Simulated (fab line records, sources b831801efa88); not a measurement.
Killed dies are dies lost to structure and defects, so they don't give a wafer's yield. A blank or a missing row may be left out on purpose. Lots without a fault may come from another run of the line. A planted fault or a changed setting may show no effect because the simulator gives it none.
One fault seen from 2 desks | flow sky130 | each desk has only its own numbers; what lay behind them comes last

THE TOOL OWNER'S DESK: hdpcvd-02
The tool's own readings at SKY_VIA1_HDPCVD_00 (deposits SiO2, target thk 1030 nm, time 171.7 s): means of the sampled wafers that have a number, for each lot that ran on this tool. A lot is out of limits, marked OUT, if its mean lies more than 4 standard deviations from the usual mean; the brackets give that distance.
Columns: A = run_length_s at SKY_VIA1_HDPCVD_00, usual 199.3 s
lot  | first seen here | A
L486 | day 32 17:07    | 199.3
L487 | day 32 23:36    | 199.8
L488 | day 33 18:40    | 199.1
L496 | day 36 13:55    | 190.0 (-20) OUT
L507 | day 39 02:05    | 199.5
L508 | day 39 10:24    | 199.4
L509 | day 39 17:44    | 199.3
This desk's finding: out of limits on L496; first on L496, day 36 13:55 (run_length_s at SKY_VIA1_HDPCVD_00). In limits: L486, L487, L488, L507, L508, L509.

THE METROLOGY DESK
What the gauges read, lot by lot, whatever tool the lot ran on: means of the sampled wafers that have a number. A lot is out of limits, marked OUT, if its mean lies more than 4 standard deviations from the usual mean; the brackets give that distance.
Columns: A = CONTACT_W_RS at SKY_CONTACT_RS_MEAS_25, usual 0.339 ohm/sq; B = VIA1_HDPCVD_THK at SKY_VIA1_THK_MEAS_01, usual 1033 nm
lot  | first seen here | A     | B
L486 | day 31 13:05    | 0.337 | 1038
L487 | day 31 19:14    | 0.340 | 1036
L488 | day 32 14:31    | 0.338 | 1017
L489 | day 32 17:38    | 0.335 | 1035
L490 | day 34 01:01    | 0.335 | 1038
L492 | day 34 04:07    | 0.341 | 1024
L491 | day 34 04:55    | 0.342 | 1030
L496 | day 35 09:54    | 0.333 | 974 (-5.4) OUT
L504 | day 37 09:31    | 0.337 | 1033
L507 | day 37 23:23    | 0.336 | 1023
L508 | day 38 07:43    | 0.339 | 1042
L509 | day 38 14:59    | 0.343 | 1024
This desk's finding: out of limits on L496; first on L496, day 36 14:02 (VIA1_HDPCVD_THK at SKY_VIA1_THK_MEAS_01). In limits: L486, L487, L488, L489, L490, L492, L491, L504, L507, L508, L509.

PUT TOGETHER
The tool owner's desk could have raised an alarm at day 36 13:55, on L496.
The metrology desk could have raised an alarm at day 36 14:02, on L496.
Of the lots named, all ran SKY_VIA1_HDPCVD_00 on hdpcvd-02.

WHAT THE SIMULATOR HAD PUT IN
Process parameter drift: hdpcvd-02, from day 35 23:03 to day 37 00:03, at SKY_VIA1_HDPCVD_00. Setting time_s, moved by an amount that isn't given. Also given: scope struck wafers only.
Lots struck among those shown: L496.
Hours from the fault's start to each desk's first reading out of limits: the tool owner's desk, 15; the metrology desk, 15.
